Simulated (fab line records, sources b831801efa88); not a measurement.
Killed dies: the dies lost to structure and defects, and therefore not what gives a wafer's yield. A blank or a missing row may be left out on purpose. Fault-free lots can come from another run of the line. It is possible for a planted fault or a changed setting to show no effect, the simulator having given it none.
Which tool was responsible? -- flow sky130 -- 36 wafers from 12 lots sampled at 4 of the route's 708 steps

## WHAT THE GAUGES SHOWED, per wafer
SKY_PAD_OPEN_BOW_MEAS_13. Usual: PAD_OPEN_BOW gives 48 um (standard deviation 10).
lot,measured,on,PAD_OPEN_BOW (um),flag
L606,day 45 15:57,film_metro-03,54 36 33,
L608,day 46 05:00,film_metro-03,36 40 44,
L610,day 46 23:05,film_metro-01,70 66 62,
L611,day 46 23:42,film_metro-03,39 40 33,
L612,day 47 10:35,film_metro-01,40 41 40,
L613,day 47 15:00,film_metro-04,35 33 55,
L615,day 48 06:49,film_metro-01,62 60 63,
L616,day 48 13:55,film_metro-01,56 58 62,
L620,day 49 03:14,film_metro-04,46 61 52,
L625,day 50 07:47,film_metro-01,50 53 54,
L626,day 50 18:11,film_metro-01,45 44 39,
L628,day 50 22:28,film_metro-01,47 63 74,

## TOOL THAT RAN EACH LOT (tool first, then ch and the chambers of the sampled wafers, then the start)
lot,SKY_CAP2M_CLEAN_17,SKY_METAL5_DESCUM_14,SKY_PASSIVATION_STRIP_12
L606,"wet_bench-02 ch 2, day 40 13:46","rie_metal-03 ch 0,1, day 43 15:16","plasma_asher-01 ch 0,1, day 44 15:33"
L608,"wet_bench-01 ch 0, day 41 06:41","rie_metal-03 ch 0,1, day 44 06:37","plasma_asher-04 ch 0,1, day 45 05:43"
L610,"wet_bench-02 ch 1, day 42 02:49","rie_metal-03 ch 0,1, day 45 01:46","plasma_asher-04 ch 0,1, day 46 00:37"
L611,"wet_bench-01 ch 1, day 42 06:28","rie_metal-02 ch 0,1, day 45 04:19","plasma_asher-04 ch 1, day 46 02:13"
L612,"wet_bench-01 ch 3, day 42 17:28","rie_metal-02 ch 0,1, day 45 15:28","plasma_asher-01 ch 0,1, day 46 12:27"
L613,"wet_bench-02 ch 1, day 42 21:16","rie_metal-01 ch 0, day 45 19:38","plasma_asher-03 ch 0,1, day 46 16:10"
L615,"wet_bench-02 ch 0, day 43 15:43","rie_metal-03 ch 0, day 46 11:29","plasma_asher-03 ch 0,1, day 47 08:59"
L616,"wet_bench-02 ch 0, day 44 00:48","rie_metal-03 ch 0,1, day 46 20:07","plasma_asher-04 ch 0,1, day 47 16:58"
L620,"wet_bench-02 ch 1, day 44 16:53","rie_metal-03 ch 0,1, day 47 10:29","plasma_asher-04 ch 0,1, day 48 06:21"
L625,"wet_bench-03 ch 2, day 46 06:58","rie_metal-03 ch 0,1, day 48 19:20","plasma_asher-03 ch 0,1, day 49 14:03"
L626,"wet_bench-01 ch 0, day 46 19:20","rie_metal-01 ch 0,1, day 49 07:09","plasma_asher-03 ch 0,1, day 50 00:19"
L628,"wet_bench-02 ch 2, day 46 23:56","rie_metal-02 ch 1, day 49 11:04","plasma_asher-01 ch 0,1, day 50 04:19"
- SKY_CAP2M_CLEAN_17: cleans in O3/DIW.
- SKY_METAL5_DESCUM_14: chemistry O2, time 11 s.
- SKY_PASSIVATION_STRIP_12: strips in O2/N2.

## WHAT THE TOOLS THEMSELVES READ (means of the sampled wafers that have a number; where no wafer has one, the mark that the record gives instead)
SKY_METAL5_DESCUM_14. Usual: drypump_motor_current_A 5.80 A, standard deviation 0.26; oes_product_au 1.000 a.u., standard deviation 0.0092.
lot,tool,drypump_motor_current_A (A),oes_product_au (a.u.),flag
L606,rie_metal-03,5.86,0.997,
L608,rie_metal-03,5.82,1.001,
L610,rie_metal-03,5.84,1.002,
L611,rie_metal-02,5.73,1.002,
L612,rie_metal-02,5.74,1.005,
L613,rie_metal-01,5.46,1.004,
L615,rie_metal-03,5.84,0.996,
L616,rie_metal-03,5.83,1.000,
L620,rie_metal-03,5.84,0.992,
L625,rie_metal-03,5.88,0.989,
L626,rie_metal-01,5.62,0.995,
L628,rie_metal-02,5.48,1.012,

SKY_PASSIVATION_STRIP_12. Usual: drypump_motor_current_A 5.85 A, standard deviation 0.2; oes_product_au 0.661 a.u., standard deviation 0.0047; strip_time_to_endpoint_s 31.56 s, standard deviation 0.16.
lot,tool,drypump_motor_current_A (A),oes_product_au (a.u.),strip_time_to_endpoint_s (s),flag
L606,plasma_asher-01,5.67,0.665,31.69,
L608,plasma_asher-04,5.93,0.657,31.41,
L610,plasma_asher-04,5.92,0.660,31.41,
L611,plasma_asher-04,5.92,0.657,31.52,
L612,plasma_asher-01,5.64,0.661,31.62,
L613,plasma_asher-03,6.05,0.657,31.60,
L615,plasma_asher-03,6.03,0.658,31.73,
L616,plasma_asher-04,5.92,0.664,31.66,
L620,plasma_asher-04,5.92,0.664,31.54,
L625,plasma_asher-03,5.83,0.660,31.62,
L626,plasma_asher-03,6.04,0.661,31.56,
L628,plasma_asher-01,5.65,0.661,31.73,

## THE ANSWER, worked out from the rows above alone
Rule: a lot is off if the mean of its wafers that have a number lies more than 3 standard deviations from the usual mean. Also off: a lot with no number at a reading for which 4 or more lots have one. Where the step has rows for the other lots, those lots are counted as sound. After the gauges, taken in route order, come the tools' own readings; for these a lot's mean is taken, as printed above. The first step at which some lot is off is used, and at that step the reading that is off furthest; a lot without a number counts as furthest.
No lot is off on any of the readings shown, so nothing can be concluded from this.

## WHAT WAS PUT IN BY THE SIMULATOR
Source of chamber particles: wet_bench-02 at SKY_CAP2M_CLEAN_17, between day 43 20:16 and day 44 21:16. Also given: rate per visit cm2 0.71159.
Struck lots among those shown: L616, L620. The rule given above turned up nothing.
